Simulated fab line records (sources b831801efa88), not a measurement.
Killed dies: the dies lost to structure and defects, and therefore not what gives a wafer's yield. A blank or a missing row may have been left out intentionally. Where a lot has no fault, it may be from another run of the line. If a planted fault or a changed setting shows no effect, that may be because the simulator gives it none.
fab line records	flow sky130
record: lots: 24	wafers: 72	last_day: 50
route steps=708 shown VIA1@480 CAPM@539 CAP2M@603 METAL4@635 METAL5@664
lots with no fault: from the same line, run without faults
start_h: hours from the record's first day to the start of the lot's first wafer shown	wait_h: time in hours since the lot's previous step	" unchanged from the row above	L1.1+2: a row that stands for several wafers	- value missing, or start not given	* or withheld: withheld	< > ~ a bound
route shown NAME@n: NAME is a module with steps in the file, n the number in the route of the first one	usual: mean/standard deviation taken from wafers without a fault	same: alike in all rows	chamber/n: place in a boat	sites: readings site by site	_std_site: how widely they spread, as a standard deviation	_edge_site: mean of outer sites minus mean of inner sites	radius_mm: for every site, how far away it sits from the centre of the wafer	mask NAME#n: copy n	behind: the most recent tool/chamber to have shaped the wafer	hold: what put the lot on hold/how long, in hours/how the hold closed	device: transistor that didn't switch, given as n, p or np	end of line: the tests these same wafers got at the end of their route	where a step has no rows: the recipe by itself	killed: dies that structure and defects cost at the first sort, which is not the same as the wafer's yield	map: a wafer's dies, marking killed ones x, the rest . and places with no die _
set.NAME: setting as actually run; set.NAME@STEP: the setting as run at that earlier step	model.NAME: the simulator's own value behind a step, which no gauge read
route steps across a sampled set of lots; one table per step, one row per wafer
services: from which hour (start_h, from the record's first day; less than 0 if before it) a tool's chamber was out of use, for how many hours, and why
== steps ==
step: SKY_VIA1_RS_MEAS_22
recipe: thk_meas_gauge: four-point-probe	reads: W_of_VIA1_CVD_21+TiN_of_VIA1_SPUTTER_20
usual: VIA1_W_RS: 0.431/0.0047
lot.wafer	tool	chamber	start_h	wait_h	VIA1_W_RS[ohm/sq]
L076.4	film_metro-02	-	813.72	0.1	0.438
L076.5	"	-	"	"	0.433
L076.6	"	-	"	"	0.434
L075.1	film_metro-04	-	814.01	0.1	0.425
L075.5	"	-	"	"	0.423
L075.6	"	-	"	"	0.426
L074.2	film_metro-03	-	814.89	0.1	0.433
L074.3	"	-	"	"	0.432
L074.4	"	-	"	"	0.440
L077.3	film_metro-04	-	815.54	0.1	0.430
L077.5	"	-	"	"	0.436
L077.6	"	-	"	"	0.435
L078.1	film_metro-04	-	823.87	0.1	0.429
L078.2	"	-	"	"	0.429
L078.3	"	-	"	"	0.429
L079.1	film_metro-04	-	833.96	0.1	0.432
L079.3	"	-	"	"	0.433
L079.6	"	-	"	"	0.435
L080.3	film_metro-02	-	840.05	0.1	0.441
L080.4	"	-	"	"	0.440
L080.6	"	-	"	"	0.441
L081.1	film_metro-04	-	850.50	0.1	0.434
L081.3	"	-	"	"	0.434
L081.6	"	-	"	"	0.432
L082.1	film_metro-03	-	861.22	0.1	0.431
L082.4	"	-	"	"	0.436
L082.5	"	-	"	"	0.436
L083.4	film_metro-02	-	866.52	0.1	0.432
L083.5	"	-	"	"	0.436
L083.6	"	-	"	"	0.432
L084.3	film_metro-04	-	874.08	0.1	0.429
L084.4	"	-	"	"	0.436
L084.5	"	-	"	"	0.430
L085.2	film_metro-04	-	875.43	0.1	0.429
L085.4	"	-	"	"	0.429
L085.6	"	-	"	"	0.430
L086.2	film_metro-04	-	886.36	0.1	0.431
L086.3	"	-	"	"	0.433
L086.6	"	-	"	"	0.423
L087.2	film_metro-04	-	895.89	0.1	0.428
L087.3	"	-	"	"	0.429
L087.5	"	-	"	"	0.434
L088.4	film_metro-02	-	903.30	0.1	0.427
L088.5	"	-	"	"	0.427
L088.6	"	-	"	"	0.431
L089.1	film_metro-03	-	907.44	0.1	0.421
L089.3	"	-	"	"	0.424
L089.4	"	-	"	"	0.422
L090.1	film_metro-03	-	909.28	0.1	0.425
L090.2	"	-	"	"	0.430
L090.5	"	-	"	"	0.432
L093.1	film_metro-03	-	951.38	0.1	0.431
L093.3	"	-	"	"	0.425
L093.5	"	-	"	"	0.437
L094.2	film_metro-04	-	953.76	0.1	0.433
L094.4	"	-	"	"	0.434
L094.6	"	-	"	"	0.431
L091.1	film_metro-02	-	954.90	0.1	0.434
L091.2	"	-	"	"	0.429
L091.3	"	-	"	"	0.426
L095.2	film_metro-02	-	956.64	0.1	0.430
L095.4	"	-	"	"	0.434
L095.6	"	-	"	"	0.422
L092.2	film_metro-02	-	957.59	0.1	0.432
L092.3	"	-	"	"	0.425
L092.5	"	-	"	"	0.431
L096.1	film_metro-03	-	958.19	0.1	0.424
L096.4	"	-	"	"	0.423
L096.5	"	-	"	"	0.421
L097.1	film_metro-03	-	963.92	0.1	0.430
L097.2	"	-	"	"	0.432
L097.4	"	-	"	"	0.432
step: SKY_CAPM_SPUTTER_02
recipe: material: TiN	target_thk_nm: 200	temp_c: 300	power_w: 6500	time_s: 166.7	chamber_pressure_pa: 0.4
usual: chamber_pressure_pa: 0.4000/0.00078	throttle_valve_pct: 30.4/1.3
lot.wafer	tool	chamber	start_h	wait_h	chamber_pressure_pa	throttle_valve_pct
L076.4	pvd_sputter-03	-	868.90	0.0	0.4011	29.7
L076.5	"	-	"	"	0.3987	29.7
L076.6	"	-	"	"	0.4011	29.7
L075.1	pvd_sputter-04	-	870.01	0.1	0.4017	28.4
L075.5	"	-	"	"	0.4008	31.3
L075.6	"	-	"	"	0.4003	29.5
L074.2	pvd_sputter-03	-	870.75	0.0	0.4008	29.8
L074.3	"	-	"	"	0.3997	30.5
L074.4	"	-	"	"	0.3999	29.7
L077.3	pvd_sputter-04	-	871.06	0.0	0.3993	30.2
L077.5	"	-	"	"	0.3996	30.0
L077.6	"	-	"	"	0.3997	28.1
L078.1	pvd_sputter-01	-	879.91	0.1	0.3992	32.9
L078.2	"	-	"	"	0.4006	29.1
L078.3	"	-	"	"	0.4004	33.0
L079.1	pvd_sputter-01	-	888.66	0.1	0.4003	29.5
L079.3	"	-	"	"	0.3990	31.6
L079.6	"	-	"	"	0.4007	29.4
L080.3	pvd_sputter-03	-	895.86	0.0	0.4005	30.4
L080.4	"	-	"	"	0.3996	29.6
L080.6	"	-	"	"	0.4006	30.1
L081.1	pvd_sputter-01	-	904.61	0.1	0.4002	33.2
L081.3	"	-	"	"	0.4005	31.5
L081.6	"	-	"	"	0.3987	33.2
L082.1	pvd_sputter-03	-	914.81	0.1	0.3998	29.8
L082.4	"	-	"	"	0.4007	29.5
L082.5	"	-	"	"	0.3997	30.7
L083.4	pvd_sputter-01	-	920.20	0.0	0.3993	31.3
L083.5	"	-	"	"	0.4004	31.5
L083.6	"	-	"	"	0.4007	33.0
L084.3	pvd_sputter-03	-	928.01	0.0	0.4005	30.0
L084.4	"	-	"	"	0.3996	29.6
L084.5	"	-	"	"	0.3987	29.8
L085.2	pvd_sputter-01	-	929.28	0.0	0.4001	33.2
L085.4	"	-	"	"	0.3999	31.4
L085.6	"	-	"	"	0.4004	32.9
L086.2	pvd_sputter-04	-	940.39	0.0	0.4008	29.6
L086.3	"	-	"	"	0.3989	29.9
L086.6	"	-	"	"	0.3991	28.1
L087.2	pvd_sputter-03	-	948.98	0.0	0.3992	29.8
L087.3	"	-	"	"	0.4000	29.8
L087.5	"	-	"	"	0.3999	30.0
L088.4	pvd_sputter-03	-	956.44	0.1	0.3991	29.8
L088.5	"	-	"	"	0.4003	30.4
L088.6	"	-	"	"	0.4000	30.1
L089.1	pvd_sputter-03	-	960.81	0.1	0.3991	30.1
L089.3	"	-	"	"	0.3988	29.5
L089.4	"	-	"	"	0.3994	29.9
L090.1	pvd_sputter-03	-	962.73	0.1	0.4002	29.8
L090.2	"	-	"	"	0.4005	30.6
L090.5	"	-	"	"	0.4005	30.0
L093.1	pvd_sputter-01	-	1003.37	0.1	0.3994	33.2
L093.3	"	-	"	"	0.4010	29.6
L093.5	"	-	"	"	0.3999	31.4
L094.2	pvd_sputter-01	-	1006.14	0.0	0.4000	33.1
L094.4	"	-	"	"	0.4000	31.8
L094.6	"	-	"	"	0.4001	29.5
L091.1	pvd_sputter-04	-	1007.19	0.1	0.3970	28.3
L091.2	"	-	"	"	0.4002	29.4
L091.3	"	-	"	"	0.4001	30.1
L095.2	pvd_sputter-04	-	1008.95	0.0	0.4002	29.8
L095.4	"	-	"	"	0.4004	31.1
L095.6	"	-	"	"	0.3993	29.4
L092.2	pvd_sputter-03	-	1010.49	0.0	0.3992	30.1
L092.3	"	-	"	"	0.3996	29.7
L092.5	"	-	"	"	0.4001	30.6
L096.1	pvd_sputter-03	-	1011.18	0.1	0.3999	29.7
L096.4	"	-	"	"	0.3995	30.0
L096.5	"	-	"	"	0.4000	29.7
L097.1	pvd_sputter-03	-	1016.52	0.1	0.3999	29.8
L097.2	"	-	"	"	0.3995	30.4
L097.4	"	-	"	"	0.4001	29.9
step: SKY_CAP2M_CVD_00
recipe: material: SiO2	target_thk_nm: 15.5	temp_c: 400	time_s: withheld	rf_w: 450
usual: heater_power_w: 758/86
lot.wafer	tool	chamber	start_h	wait_h	heater_power_w
L076.4	pecvd-01	2	948.41	0.0	712
L076.5	"	1	"	"	754
L076.6	"	0	"	"	831
L075.1	pecvd-04	2	949.15	0.0	670
L075.5	"	2	"	"	645
L075.6	"	1	"	"	523
L074.2	pecvd-01	2	950.11	0.0	725
L074.3	"	1	"	"	816
L074.4	"	0	"	"	834
L077.3	pecvd-02	1	950.81	0.0	827
L077.5	"	1	"	"	826
L077.6	"	2	"	"	749
L078.1	pecvd-02	1	958.72	0.0	738
L078.2	"	2	"	"	769
L078.3	"	0	"	"	782
L079.1	pecvd-04	1	967.75	0.0	630
L079.3	"	0	"	"	750
L079.6	"	0	"	"	773
L080.3	pecvd-02	1	974.60	0.0	724
L080.4	"	1	"	"	733
L080.6	"	2	"	"	714
L081.1	pecvd-02	0	983.29	0.0	808
L081.3	"	2	"	"	758
L081.6	"	1	"	"	665
L082.1	pecvd-01	2	992.08	0.0	838
L082.4	"	2	"	"	854
L082.5	"	1	"	"	821
L083.4	pecvd-01	0	998.33	0.0	869
L083.5	"	1	"	"	821
L083.6	"	2	"	"	788
L084.3	pecvd-02	2	1005.41	0.0	717
L084.4	"	0	"	"	803
L084.5	"	1	"	"	706
L085.2	pecvd-04	1	1005.70	0.0	637
L085.4	"	2	"	"	791
L085.6	"	1	"	"	628
L086.2	pecvd-04	0	1016.73	0.0	783
L086.3	"	1	"	"	609
L086.6	"	0	"	"	792
L087.2	pecvd-01	0	1024.65	0.0	876
L087.3	"	1	"	"	811
L087.5	"	1	"	"	831
L088.4	pecvd-02	1	1032.00	0.0	773
L088.5	"	0	"	"	820
L088.6	"	2	"	"	757
L089.1	pecvd-01	2	1035.78	0.0	847
L089.3	"	1	"	"	744
L089.4	"	0	"	"	945
L090.1	pecvd-04	0	1045.32	0.0	782
L090.2	"	1	"	"	612
L090.5	"	0	"	"	791
L093.1	pecvd-04	1	1073.21	0.0	570
L093.3	"	2	"	"	727
L093.5	"	0	"	"	672
L094.2	pecvd-01	0	1075.60	0.0	827
L094.4	"	1	"	"	788
L094.6	"	0	"	"	832
L091.1	pecvd-04	1	1075.68	0.0	563
L091.2	"	0	"	"	712
L091.3	"	2	"	"	754
L095.2	pecvd-01	1	1077.18	0.0	809
L095.4	"	0	"	"	922
L095.6	"	1	"	"	789
L092.2	pecvd-04	0	1078.52	0.0	674
L092.3	"	1	"	"	533
L092.5	"	1	"	"	545
L096.1	pecvd-01	2	1079.65	0.0	782
L096.4	"	2	"	"	787
L096.5	"	0	"	"	905
L097.1	pecvd-02	0	1083.30	0.0	767
L097.2	"	1	"	"	710
L097.4	"	0	"	"	757
step: SKY_CAP2M_METAL_ETCH_13
recipe: target_depth_nm: 220	stop_on: SiO2	chemistry: Cl2/BCl3	target: TiN	pressure_mtorr: 10	icp_w: 900	bias_w: 48.5	Cl2_flow_sccm: 60	bcl3_flow_sccm: 30	time_s: 62.9
usual: chamber_pressure_mTorr: 10.001/0.011	drypump_motor_current_A: 5.6/0.51	oes_product_au: 0.943/0.0096	throttle_valve_pct: 21.901/0.0099
lot.wafer	tool	chamber	start_h	wait_h	chamber_pressure_mTorr	drypump_motor_current_A	oes_product_au	rf_hours_counter_h	throttle_valve_pct
L076.4	rie_metal-03	0	972.43	0.0	10.009	5.0	0.934	-	21.915
L076.5	"	1	"	"	10.006	5.3	0.949	-	21.904
L076.6	"	0	"	"	9.987	5.0	0.928	-	21.912
L075.1	rie_metal-04	1	973.88	0.0	10.006	5.9	0.937	4	21.895
L075.5	"	0	"	"	10.020	6.1	0.938	-	21.906
L075.6	"	1	"	"	10.006	5.9	0.951	-	21.894
L074.2	rie_metal-03	0	974.55	0.0	9.999	5.0	0.965	3	21.895
L074.3	"	0	"	"	10.008	5.0	0.958	-	21.892
L074.4	"	1	"	"	10.017	5.3	0.953	-	21.904
L077.3	rie_metal-04	1	975.24	0.0	10.009	5.9	0.943	-	21.895
L077.5	"	1	"	"	10.011	5.9	0.933	-	21.900
L077.6	"	0	"	"	10.008	6.0	0.944	-	21.886
L078.1	rie_metal-03	1	983.00	0.0	10.008	5.2	0.947	8	21.888
L078.2	"	0	"	"	9.995	5.0	0.941	4	21.915
L078.3	"	1	"	"	9.996	5.2	0.934	-	21.912
L079.1	rie_metal-04	0	992.08	0.0	10.007	6.0	0.932	18	21.912
L079.3	"	0	"	"	10.009	6.0	0.945	-	21.904
L079.6	"	0	"	"	10.004	6.0	0.941	-	21.925
L080.3	rie_metal-03	0	999.34	0.0	9.984	5.0	0.943	-	21.907
L080.4	"	1	"	"	10.009	5.3	0.947	-	21.901
L080.6	"	1	"	"	10.010	5.3	0.940	-	21.905
L081.1	rie_metal-04	1	1007.85	0.0	10.004	5.9	0.939	6	21.903
L081.3	"	0	"	"	10.009	6.0	0.952	-	21.878
L081.6	"	1	"	"	9.998	5.8	0.949	-	21.910
L082.1	rie_metal-04	1	1016.17	0.0	9.999	5.8	0.934	6	21.911
L082.4	"	0	"	"	9.997	6.0	0.942	-	21.900
L082.5	"	1	"	"	9.991	5.9	0.930	-	21.899
L083.4	rie_metal-02	0	1022.04	0.0	10.004	4.7	0.941	-	21.900
L083.5	"	1	"	"	10.005	6.3	0.947	-	21.907
L083.6	"	0	"	"	9.991	4.7	0.936	-	21.894
L084.3	rie_metal-03	1	1028.01	0.0	9.985	5.2	0.941	-	21.888
L084.4	"	0	"	"	9.992	5.0	0.946	-	21.908
L084.5	"	1	"	"	9.990	5.3	0.968	-	21.895
L085.2	rie_metal-02	1	1028.60	0.0	9.985	6.3	0.949	7	21.913
L085.4	"	0	"	"	9.985	4.7	0.958	-	21.909
L085.6	"	0	"	"	10.019	4.7	0.949	-	21.902
L086.2	rie_metal-02	0	1038.03	0.0	10.006	4.7	0.945	16	21.902
L086.3	"	1	"	"	10.009	6.3	0.938	-	21.900
L086.6	"	0	"	"	10.007	4.7	0.940	-	21.917
L087.2	rie_metal-03	1	1046.87	0.0	10.013	5.3	0.953	11	21.907
L087.3	"	1	"	"	10.007	5.3	0.951	-	21.893
L087.5	"	0	"	"	9.989	5.0	0.956	-	21.890
L088.4	rie_metal-04	1	1051.31	0.0	9.996	5.9	0.965	-	21.905
L088.5	"	1	"	"	9.999	5.9	0.954	-	21.889
L088.6	"	0	"	"	10.003	6.1	0.943	-	21.921
L089.1	rie_metal-04	0	1056.60	0.0	10.017	6.0	0.951	22	21.904
L089.3	"	1	"	"	10.007	5.9	0.935	-	21.890
L089.4	"	0	"	"	9.991	6.1	0.948	-	21.892
L090.1	rie_metal-04	0	1066.17	0.0	9.993	6.1	0.939	23	21.907
L090.2	"	1	"	"	10.016	5.9	0.935	9	21.901
L090.5	"	1	"	"	10.012	5.9	0.956	-	21.894
L093.1	rie_metal-04	0	1094.57	0.0	9.990	6.1	0.941	24	21.892
L093.3	"	1	"	"	10.006	5.9	0.941	-	21.904
L093.5	"	1	"	"	9.997	5.9	0.935	-	21.903
L094.2	rie_metal-03	1	1096.75	0.0	10.011	5.3	0.948	15	21.890
L094.4	"	1	"	"	10.005	5.3	0.941	-	21.899
L094.6	"	1	"	"	9.991	5.2	0.945	-	21.891
L091.1	rie_metal-04	0	1097.05	0.0	10.003	6.1	0.938	25	21.894
L091.2	"	1	"	"	10.005	5.9	0.936	12	21.879
L091.3	"	0	"	"	9.993	6.0	0.940	-	21.889
L095.2	rie_metal-04	0	1098.45	0.0	10.020	6.0	0.951	25	21.891
L095.4	"	1	"	"	10.004	5.9	0.940	-	21.901
L095.6	"	1	"	"	10.005	5.9	0.946	-	21.913
L092.2	rie_metal-04	0	1099.57	0.0	10.006	6.0	0.941	25	21.895
L092.3	"	1	"	"	9.998	5.9	0.943	-	21.897
L092.5	"	0	"	"	9.980	6.0	0.937	-	21.908
L096.1	rie_metal-03	1	1100.48	0.0	10.001	5.2	0.938	16	21.907
L096.4	"	1	"	"	9.992	5.3	0.926	-	21.907
L096.5	"	0	"	"	9.995	5.0	0.935	-	21.915
L097.1	rie_metal-02	0	1103.65	0.0	9.995	4.8	0.930	21	21.912
L097.2	"	1	"	"	10.009	6.3	0.935	12	21.901
L097.4	"	0	"	"	10.002	4.7	0.939	-	21.896
step: SKY_METAL4_STRIP_19
recipe: chemistry: O2/N2	power_w: 1400	pressure_mtorr: 1500	platen_temp_c: withheld	o2_flow_sccm: 3000	n2_flow_sccm: 300	overash_fraction: 0.5
usual: chamber_pressure_mTorr: 1499.9/1.3	drypump_motor_current_A: 5.7/0.55	oes_product_au: 0.503/0.0074	strip_time_to_endpoint_s: 6.55/0.14
lot.wafer	tool	chamber	start_h	wait_h	chamber_pressure_mTorr	drypump_motor_current_A	oes_product_au	rf_hours_counter_h	strip_time_to_endpoint_s
L076.4	plasma_asher-02	1	998.93	0.1	1499.5	5.6	0.505	-	6.57
L076.5	"	1	"	"	1499.9	5.6	0.511	-	6.55
L076.6	"	0	"	"	1500.1	4.9	0.508	-	6.65
L075.1	plasma_asher-02	1	999.88	0.1	1501.5	5.5	0.490	53	6.27
L075.5	"	0	"	"	1499.6	4.9	0.499	-	6.46
L075.6	"	1	"	"	1501.7	5.5	0.495	-	6.29
L074.2	plasma_asher-01	0	1000.70	0.1	1501.9	6.6	0.497	90	6.55
L074.3	"	0	"	"	1499.5	6.6	0.503	-	6.37
L074.4	"	1	"	"	1500.7	5.5	0.499	-	6.55
L077.3	plasma_asher-01	0	1001.24	0.1	1500.4	6.6	0.502	-	6.54
L077.5	"	1	"	"	1499.3	5.5	0.504	-	6.58
L077.6	"	0	"	"	1498.3	6.6	0.512	-	6.68
L078.1	plasma_asher-01	0	1008.78	0.1	1500.4	6.6	0.492	91	6.41
L078.2	"	1	"	"	1500.2	5.5	0.513	91	6.73
L078.3	"	1	"	"	1500.1	5.5	0.496	-	6.42
L079.1	plasma_asher-01	0	1017.00	0.1	1499.7	6.7	0.506	91	6.43
L079.3	"	1	"	"	1500.0	5.4	0.501	-	6.44
L079.6	"	0	"	"	1502.6	6.7	0.514	-	6.82
L080.3	plasma_asher-01	1	1023.46	0.1	1497.9	5.4	0.503	-	6.50
L080.4	"	0	"	"	1501.7	6.7	0.498	-	6.42
L080.6	"	0	"	"	1501.0	6.6	0.508	-	6.59
L081.1	plasma_asher-04	1	1032.08	0.1	1503.0	6.1	0.507	29	6.61
L081.3	"	0	"	"	1500.3	5.7	0.502	-	6.44
L081.6	"	1	"	"	1501.4	6.1	0.504	-	6.47
L082.1	plasma_asher-02	0	1038.18	0.1	1498.9	4.9	0.510	57	6.67
L082.4	"	0	"	"	1499.5	4.9	0.494	-	6.46
L082.5	"	0	"	"	1499.6	4.9	0.502	-	6.58
L083.4	plasma_asher-04	0	1045.96	0.1	1498.9	5.8	0.502	-	6.55
L083.5	"	0	"	"	1498.8	5.8	0.501	-	6.56
L083.6	"	1	"	"	1500.1	6.1	0.492	-	6.36
L084.3	plasma_asher-04	0	1049.69	0.1	1498.6	5.8	0.492	-	6.49
L084.4	"	1	"	"	1497.7	6.1	0.495	-	6.42
L084.5	"	0	"	"	1501.0	5.7	0.490	-	6.46
L085.2	plasma_asher-04	1	1050.01	0.1	1498.5	6.1	0.498	31	6.47
L085.4	"	0	"	"	1500.8	5.7	0.496	-	6.41
L085.6	"	1	"	"	1499.3	6.1	0.498	-	6.44
L086.2	plasma_asher-04	0	1059.93	0.1	1500.6	5.7	0.505	32	6.60
L086.3	"	0	"	"	1499.6	5.8	0.498	-	6.47
L086.6	"	0	"	"	1500.2	5.8	0.492	-	6.49
L087.2	plasma_asher-02	1	1069.10	0.1	1497.7	5.6	0.494	59	6.37
L087.3	"	0	"	"	1501.9	4.9	0.496	-	6.53
L087.5	"	1	"	"	1500.6	5.6	0.510	-	6.57
L088.4	plasma_asher-02	0	1073.96	0.1	1501.1	4.9	0.510	-	6.45
L088.5	"	1	"	"	1500.5	5.5	0.512	-	6.63
L088.6	"	0	"	"	1501.1	4.9	0.498	-	6.39
L089.1	plasma_asher-02	0	1079.21	0.2	1501.9	4.9	0.502	61	6.58
L089.3	"	0	"	"	1500.2	4.9	0.519	-	6.90
L089.4	"	1	"	"	1498.6	5.5	0.508	-	6.63
L090.1	plasma_asher-01	0	1088.55	0.1	1501.1	6.6	0.505	98	6.65
L090.2	"	1	"	"	1502.1	5.5	0.497	98	6.41
L090.5	"	1	"	"	1500.1	5.4	0.502	-	6.41
L093.1	plasma_asher-01	0	1115.81	0.1	1500.2	6.6	0.520	102	6.82
L093.3	"	1	"	"	1502.6	5.5	0.504	-	6.62
L093.5	"	0	"	"	1499.3	6.6	0.501	-	6.54
L094.2	plasma_asher-02	0	1118.46	0.1	1500.7	4.9	0.524	63	6.81
L094.4	"	1	"	"	1500.9	5.6	0.510	-	6.54
L094.6	"	0	"	"	1502.0	4.9	0.514	-	6.80
L091.1	plasma_asher-02	1	1118.81	0.1	1499.7	5.5	0.512	63	6.82
L091.2	"	0	"	"	1497.4	4.9	0.502	63	6.55
L091.3	"	0	"	"	1499.2	4.9	0.502	-	6.73
L095.2	plasma_asher-02	1	1120.05	0.1	1498.7	5.6	0.498	64	6.35
L095.4	"	1	"	"	1498.4	5.5	0.501	-	6.48
L095.6	"	0	"	"	1499.7	4.9	0.494	-	6.34
L092.2	plasma_asher-04	0	1121.40	0.1	1499.1	5.8	0.499	38	6.52
L092.3	"	0	"	"	1502.1	5.8	0.495	-	6.42
L092.5	"	1	"	"	1497.5	6.1	0.496	-	6.49
L096.1	plasma_asher-01	0	1121.75	0.1	1500.1	6.6	0.502	103	6.55
L096.4	"	0	"	"	1496.8	6.6	0.513	-	6.78
L096.5	"	0	"	"	1500.7	6.6	0.515	-	6.83
L097.1	plasma_asher-04	0	1124.73	0.1	1498.5	5.7	0.515	38	6.82
L097.2	"	1	"	"	1499.8	6.1	0.503	38	6.56
L097.4	"	0	"	"	1500.9	5.8	0.521	-	6.86
step: SKY_METAL5_SPUTTER_03
recipe: material: Ti	target_thk_nm: 5	power_w: 3000	time_s: 3.3	chamber_pressure_pa: 0.4
usual: chamber_pressure_pa: 0.4000/0.00083	throttle_valve_pct: 30.0/0.91
lot.wafer	tool	chamber	start_h	wait_h	chamber_pressure_pa	throttle_valve_pct
L076.4	pvd_sputter-04	-	1024.13	0.0	0.3989	28.3
L076.5	"	-	"	"	0.4004	29.3
L076.6	"	-	"	"	0.3997	27.9
L075.1	pvd_sputter-04	-	1027.21	0.0	0.3997	30.0
L075.5	"	-	"	"	0.4003	31.2
L075.6	"	-	"	"	0.3997	30.2
L074.2	pvd_sputter-02	-	1027.51	0.0	0.4002	30.9
L074.3	"	-	"	"	0.3994	30.5
L074.4	"	-	"	"	0.3987	30.2
L077.3	pvd_sputter-03	-	1027.81	0.0	0.4009	30.1
L077.5	"	-	"	"	0.3989	30.1
L077.6	"	-	"	"	0.3996	30.4
L078.1	pvd_sputter-04	-	1034.16	0.0	0.4005	28.0
L078.2	"	-	"	"	0.3993	29.4
L078.3	"	-	"	"	0.3979	31.6
L079.1	pvd_sputter-04	-	1047.07	0.0	0.4007	28.4
L079.3	"	-	"	"	0.3995	30.1
L079.6	"	-	"	"	0.4017	28.4
L080.3	pvd_sputter-04	-	1048.87	0.0	0.4000	30.3
L080.4	"	-	"	"	0.4000	29.7
L080.6	"	-	"	"	0.4020	30.1
L081.1	pvd_sputter-02	-	1054.32	0.0	0.4000	30.1
L081.3	"	-	"	"	0.4003	30.4
L081.6	"	-	"	"	0.3999	31.3
L082.1	pvd_sputter-04	-	1067.93	0.0	0.3988	28.0
L082.4	"	-	"	"	0.3994	31.3
L082.5	"	-	"	"	0.4011	29.9
L083.4	pvd_sputter-04	-	1071.50	0.0	0.3988	31.4
L083.5	"	-	"	"	0.4001	30.0
L083.6	"	-	"	"	0.4008	28.1
L084.3	pvd_sputter-02	-	1073.69	0.0	0.4004	30.3
L084.4	"	-	"	"	0.3996	31.1
L084.5	"	-	"	"	0.3996	31.3
L085.2	pvd_sputter-04	-	1074.02	0.0	0.4005	31.1
L085.4	"	-	"	"	0.4004	31.3
L085.6	"	-	"	"	0.3984	28.3
L086.2	pvd_sputter-02	-	1083.92	0.0	0.4015	30.6
L086.3	"	-	"	"	0.4010	30.1
L086.6	"	-	"	"	0.3994	30.1
L087.2	pvd_sputter-04	-	1093.19	0.0	0.4005	31.0
L087.3	"	-	"	"	0.4005	30.2
L087.5	"	-	"	"	0.3983	29.5
L088.4	pvd_sputter-03	-	1097.95	0.0	0.3996	29.8
L088.5	"	-	"	"	0.3996	30.0
L088.6	"	-	"	"	0.3998	29.6
L089.1	pvd_sputter-02	-	1102.60	0.0	0.3988	31.1
L089.3	"	-	"	"	0.3995	29.8
L089.4	"	-	"	"	0.4010	30.2
L090.1	pvd_sputter-02	-	1111.36	0.0	0.4016	31.3
L090.2	"	-	"	"	0.3985	30.3
L090.5	"	-	"	"	0.4009	30.9
L093.1	pvd_sputter-03	-	1137.66	0.0	0.3997	30.2
L093.3	"	-	"	"	0.4012	30.2
L093.5	"	-	"	"	0.4007	29.9
L094.2	pvd_sputter-04	-	1141.66	0.0	0.3988	28.1
L094.4	"	-	"	"	0.3985	30.1
L094.6	"	-	"	"	0.3996	29.6
L091.1	pvd_sputter-02	-	1142.56	0.0	0.4007	30.4
L091.2	"	-	"	"	0.4002	31.4
L091.3	"	-	"	"	0.3986	30.1
L095.2	pvd_sputter-03	-	1142.86	0.0	0.4009	30.1
L095.4	"	-	"	"	0.4012	29.7
L095.6	"	-	"	"	0.4006	29.7
L092.2	pvd_sputter-04	-	1144.66	0.0	0.3991	31.3
L092.3	"	-	"	"	0.3998	30.2
L092.5	"	-	"	"	0.3994	31.3
L096.1	pvd_sputter-03	-	1144.96	0.0	0.4007	30.5
L096.4	"	-	"	"	0.4017	30.5
L096.5	"	-	"	"	0.4006	30.0
L097.1	pvd_sputter-04	-	1146.76	0.0	0.3994	30.1
L097.2	"	-	"	"	0.4000	29.6
L097.4	"	-	"	"	0.3994	28.0
== services ==
tool	chamber	start_h	hours	kind
pvd_sputter-02	-	850.79	6.3	repair
pecvd-04	0	859.85	3.9	repair
rie_metal-04	-	880.23	2.8	pm
pvd_sputter-01	-	882.10	2.1	repair
pecvd-02	-	884.09	6.0	pm
pecvd-01	-	915.28	14.6	pm
pvd_sputter-03	-	929.87	11.8	repair
plasma_asher-01	-	957.01	2.8	pm
rie_metal-03	-	966.93	0.8	repair
rie_metal-04	-	981.00	0.5	repair
pvd_sputter-03	-	988.25	3.6	repair
pecvd-01	0	1015.76	3.8	repair
pecvd-01	-	1033.42	0.8	repair
rie_metal-04	1	1041.60	2.9	repair
pecvd-01	-	1043.89	1.5	repair
pvd_sputter-04	-	1044.65	2.2	repair
plasma_asher-02	-	1047.42	1.4	repair
pecvd-01	-	1071.48	1.3	repair
pvd_sputter-03	-	1074.06	7.4	repair
pvd_sputter-03	-	1080.23	2.0	repair
pecvd-01	-	1085.44	28.1	pm
plasma_asher-02	-	1101.56	14.6	pm
plasma_asher-01	-	1124.13	13.3	repair
pecvd-04	-	1130.17	6.0	pm
== key ==
fault none
